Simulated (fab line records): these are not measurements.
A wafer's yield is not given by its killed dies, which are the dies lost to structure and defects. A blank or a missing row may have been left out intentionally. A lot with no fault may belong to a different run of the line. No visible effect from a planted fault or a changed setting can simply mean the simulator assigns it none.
A struck lot beside a sound one	flow sky130	43 steps out of a route of 708
Sound: the wafers L599.1, L599.4, L599.5. Struck: wafer L613.4 (L613.2, L613.6, from the same lot, were not struck and are left out); the cause is given at the end.
Per side, at each step with rows, come the tool, then ch with its chambers, and then its first start. Under that, the readings that differ: sound wafers	struck wafers	difference of the means	sigmas: that difference in standard deviations of wafers without a fault.
alike: readings with means less than 2 such deviations apart, plus words and numbers identical on both sides. not compared: withheld readings, readings lacking a value on some wafer, bounds such as >300 that could conceal the same value, and numbers that have no deviation in the record and whose values overlap.
A row with sigmas, a row that says differs or no value, or rows on one side alone: a step with any of these is where the two part. When numbers do not overlap yet have no deviation, they are printed without sigmas and do not part them. A reading that every wafer of one side lacks parts them only if that side has two wafers or more.

first, 2 steps without rows for these wafers: SKY_LOCAL_INTERCONNECT_PEB_09; SKY_LOCAL_INTERCONNECT_DEVELOP_10 (develop time 60 s).
SKY_LOCAL_INTERCONNECT_CD_MEAS_11 targets a cd of 170 nm.
  sound: cd sem-01 at day 30 10:21; struck: cd sem-01 at day 35 03:04
  alike: cd nm
SKY_LOCAL_INTERCONNECT_OVL_MEAS_12:
  sound: overlay-02 at day 30 10:28; struck: overlay-02 at day 35 03:10
  alike: LOCAL_INTERCONNECT_OVL
then, 1 step without rows for these wafers: SKY_LOCAL_INTERCONNECT_ETCH_13 (etches BARC in N2/H2, stops on SiO2, time 45.9 s, target depth 60 nm).
SKY_LOCAL_INTERCONNECT_METAL_ETCH_14: etches TiN in Cl2/BCl3, stops on PSG, target depth 110 nm, time 31.4 s.
  sound on rie metal-01 ch 0,1, day 30 10:34; struck on rie metal-02 ch 1, day 35 03:16
  alike: drypump motor current A, oes product au, rf fwd power W, throttle valve pct
  not compared: rf hours counter h
then, 4 steps without rows for these wafers: SKY_LOCAL_INTERCONNECT_STRIP_15 (strips in O2/N2); SKY_LOCAL_INTERCONNECT_STRIP_16 (strips in post etch residue remover, time 1200 s); SKY_LOCAL_INTERCONNECT_CLEAN_17 (cleans in IPA, time 180 s); SKY_LOCAL_INTERCONNECT_CLEAN_18 (cleans in O3/DIW).
SKY_CONTACT_CVD_00: deposits Si3N4, target thk 75 nm.
  sound on pecvd-02 ch 1,2, day 30 11:13; struck on pecvd-02 ch 1, day 35 03:55
  alike: heater power w, rf fwd power W
SKY_CONTACT_THK_MEAS_01:
  sound: film metro-02 at day 30 11:15; struck: film metro-04 at day 35 03:57
  alike: CONTACT_CVD_00_THK
SKY_CONTACT_HDPCVD_02: deposits SiO2, target thk 565 nm, time 94.2 s.
  sound on hdpcvd-02 ch 0,1, day 30 11:19; struck on hdpcvd-02 ch 1, day 35 04:00
reading	sound	struck	difference	sigmas
model.SiO2_of_CONTACT_HDPCVD_02.thk nm (nm)	568 569 569.4	320.6	-248.2	
SKY_CONTACT_THK_MEAS_03:
  sound: film metro-03 at day 30 11:23; struck: film metro-02 at day 35 04:19
reading	sound	struck	difference	sigmas
CONTACT_HDPCVD_THK (nm)	568 569 569	320	-249	-39
  not compared: hold
SKY_CONTACT_CMP_04: polishes SiO2.
  sound on cmp-02 ch 1,3, day 30 11:29; struck on cmp-01 ch 1, day 35 05:54
reading	sound	struck	difference	sigmas
hold	- - -	await dispo/1.1h/release	no value on the sound wafers	
time to endpoint s (s)	82 77 82	47	-33	-6
  alike: motor current A
SKY_CONTACT_BOW_MEAS_05:
  sound: film metro-04 at day 30 11:44; struck: film metro-03 at day 35 06:27
  not compared: hold, CONTACT_BOW
then, 7 steps without rows for these wafers: SKY_CONTACT_HMDS_07 (prime time 60 s); SKY_CONTACT_COAT_08 (resist thk 60 nm); SKY_CONTACT_COAT_09 (resist thk 446 nm); SKY_CONTACT_SOFTBAKE_10 (time 90 s); SKY_CONTACT_EXPOSE_11 (exposes mask CTM1, target cd 170 nm); SKY_CONTACT_PEB_12; SKY_CONTACT_DEVELOP_13 (develop time 60 s).
SKY_CONTACT_CD_MEAS_14 targets a cd of 170 nm.
  sound: cd sem-02 at day 31 14:42; struck: cd sem-01 at day 36 06:58
  alike: cd nm
SKY_CONTACT_OVL_MEAS_15:
  sound: overlay-01 at day 31 14:49; struck: overlay-02 at day 36 07:05
  alike: CONTACT_OVL
then, 1 step without rows for these wafers: SKY_CONTACT_ETCH_16 (etches BARC in N2/H2, stops on SiO2, time 45.9 s, target depth 60 nm).
SKY_CONTACT_ETCH_17: etches SiO2 in C4F8/O2/Ar, stops on Si3N4, target depth 340 nm.
  sound on rie diel-04 ch 1,2,3, day 31 14:54; struck on rie diel-04 ch 3, day 36 07:09
reading	sound	struck	difference	sigmas
oes product au (a.u.)	0.887 0.894 0.890	0.862	-0.028	-6
model.etch.depth nm (nm)	339 338.1 340.2	320.6	-18.5	
model.CONTACT.feature depth nm (nm)	339 338.1 340.2	320.6	-18.5	
  alike: rf fwd power W
SKY_CONTACT_ETCH_18: etches Si3N4 in CHF3/O2, stops on TiN, time 39 s, target depth 75 nm.
  sound: rie diel-04 ch 1,2,3; struck: rie diel-04 ch 3
reading	sound	struck	difference	sigmas
throttle valve pct (%)	8.777 8.782 8.792	8.816	+0.032	+4
  alike: drypump motor current A, oes product au, rf fwd power W
  not compared: rf hours counter h
SKY_CONTACT_STRIP_19: strips in O2/N2.
  sound on plasma asher-01 ch 0,1, day 31 14:59; struck on plasma asher-02 ch 0, day 36 07:14
reading	sound	struck	difference	sigmas
strip time to endpoint s (s)	3.51 3.52 3.54	3.60	+0.08	+2
  alike: drypump motor current A, oes product au
  not compared: rf hours counter h
then, 5 steps without rows for these wafers: SKY_CONTACT_STRIP_20 (strips in post etch residue remover, time 1200 s); SKY_CONTACT_CLEAN_21 (cleans in IPA, time 180 s); SKY_CONTACT_CLEAN_22 (cleans in O3/DIW); SKY_CONTACT_SPUTTER_23 (material TiN, target thk 20 nm, time 80 s); SKY_CONTACT_CVD_24 (deposits W, target thk 340 nm, time 102.12 s).
SKY_CONTACT_RS_MEAS_25: the measuring method here is four-point-probe.
  sound: film metro-03 at day 31 15:46; struck: film metro-03 at day 36 08:02
  alike: CONTACT_W_RS
SKY_CONTACT_THK_MEAS_26: measures by xrf.
  sound: film metro-03 at day 31 15:53; struck: film metro-03 at day 36 08:08
  alike: CONTACT_W_THK
then, 2 steps without rows for these wafers: SKY_CONTACT_CMP_27 (polishes, stops on SiO2, t overpolish 15 s, target thk 0 nm); SKY_METAL1_SPUTTER_00 (material Ti, target thk 15 nm, time 10 s).
SKY_METAL1_SPUTTER_01: material TiN, target thk 20 nm, time 16.7 s.
  sound: pvd sputter-03 at day 31 16:16; struck: pvd sputter-02 at day 36 08:31
  alike: throttle valve pct
then, 2 steps without rows for these wafers: SKY_METAL1_SPUTTER_02 (material AlCu, target thk 250 nm, time 13.3 s); SKY_METAL1_SPUTTER_03 (material Ti, target thk 5 nm, time 3.3 s).
SKY_METAL1_METAL_ETCH_19: etches the open film in Cl2/BCl3, stops on SiO2, target depth 360 nm, time 78 s.
  sound on rie metal-01 ch 0,1, day 32 19:48; struck on rie metal-02 ch 1, day 37 09:43
reading	sound	struck	difference	sigmas
model.SiO2_of_CONTACT_HDPCVD_02.thk nm (nm)	324.9 324 326	306.7	-18.3	
  alike: drypump motor current A, oes product au, rf fwd power W, throttle valve pct
  not compared: rf hours counter h
-- the record jumps here: 12 days lie between the struck wafers' starts before and after (it left off in module METAL1 and takes up again in module PAD_OPEN, whose first step shown is number 708 of the route) --
SKY_PAD_OPEN_PROBE_99:
  sound: prober-02 at day 45 16:25; struck: prober-02 at day 49 05:49
reading	sound	struck	difference	sigmas
model.etest.met1 comb.leak log10 a um	-12 -12.14 -11.96	-7.229	+4.804	

WHERE THEY PART
At SKY_CONTACT_THK_MEAS_03 first; at SKY_CONTACT_STRIP_19 last (within this record only). Later steps at which nothing parts them and some readings are alike: SKY_CONTACT_RS_MEAS_25, SKY_CONTACT_THK_MEAS_26, SKY_METAL1_SPUTTER_01, SKY_METAL1_METAL_ETCH_19.

WHY: what the simulator had put in
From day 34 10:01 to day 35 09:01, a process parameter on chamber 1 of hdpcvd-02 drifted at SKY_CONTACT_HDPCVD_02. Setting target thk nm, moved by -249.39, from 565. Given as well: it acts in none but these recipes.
